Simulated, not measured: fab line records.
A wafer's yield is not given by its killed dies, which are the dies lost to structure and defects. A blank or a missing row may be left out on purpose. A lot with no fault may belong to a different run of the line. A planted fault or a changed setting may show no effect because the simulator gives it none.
Which of the tools did it? | flow gf180mcu | route of 602 steps, sampled at 1 step: 13 lots, 39 wafers

## WHAT THE GAUGES READ, wafer by wafer
GF_MIM_THK_MEAS_11: measures by xrf.
lot  | measured     | on            | MIM_ALCU_THK (nm)
L853 | day 24 13:41 | film metro-01 | 193.3 200.0 193.7
L854 | day 24 20:42 | film metro-01 | 192.9 194.7 193.7
L855 | day 25 08:45 | film metro-01 | 196.9 199.6 195.1
L856 | day 25 13:38 | film metro-01 | 197.3 198.8 198.4
L862 | day 27 12:50 | film metro-04 | 195.9 197.3 197.0
L864 | day 28 08:59 | film metro-03 | 200.5 194.8 199.1
L865 | day 28 14:05 | film metro-03 | 195.3 195.7 194.7
L866 | day 28 18:59 | film metro-01 | 195.6 195.6 199.1
L867 | day 29 02:40 | film metro-04 | 202.4 197.7 200.9
L868 | day 29 09:37 | film metro-04 | 194.9 193.2 193.6
L869 | day 29 15:08 | film metro-03 | 193.4 193.2 192.3
L870 | day 30 03:57 | film metro-01 | 195.9 197.4 196.8
L874 | day 31 02:40 | film metro-01 | 196.9 196.4 195.0

## TOOL THAT RAN EACH LOT (tool first, then ch and the chambers of the sampled wafers, then the start)
Record: no process step prior to these readings.

## WHAT THE TOOLS THEMSELVES READ (means of the sampled wafers that have a number; where no wafer has one, the mark that the record gives instead)
The record holds no such reading with a usual standard deviation.

## THE ANSWER, worked out from the rows above alone
Rule: the lots themselves supply what counts as usual. The widest of any qualifying gaps counts: lots, ordered by their means at a reading, are off when they make up no more than a third of the lots, leave a main group of 4 or more, and stand apart from it by 3 or more times the standard deviation of that group's means. Not used: any main group whose means are identical at the precision the tables above print for the reading. A lot without any number at a reading at which 4 lots or more have one is off too. The other lots that the step has rows for count as sound. After the gauges, taken in route order, come the tools' own readings; for these a lot's mean is taken, as printed above. The first step at which some lot is off is used, and at that step the reading that is off furthest; a lot without a number counts as furthest.
Nothing can be told from this: no lot is off at any reading shown.

## WHAT HAD BEEN PUT IN BY THE SIMULATOR
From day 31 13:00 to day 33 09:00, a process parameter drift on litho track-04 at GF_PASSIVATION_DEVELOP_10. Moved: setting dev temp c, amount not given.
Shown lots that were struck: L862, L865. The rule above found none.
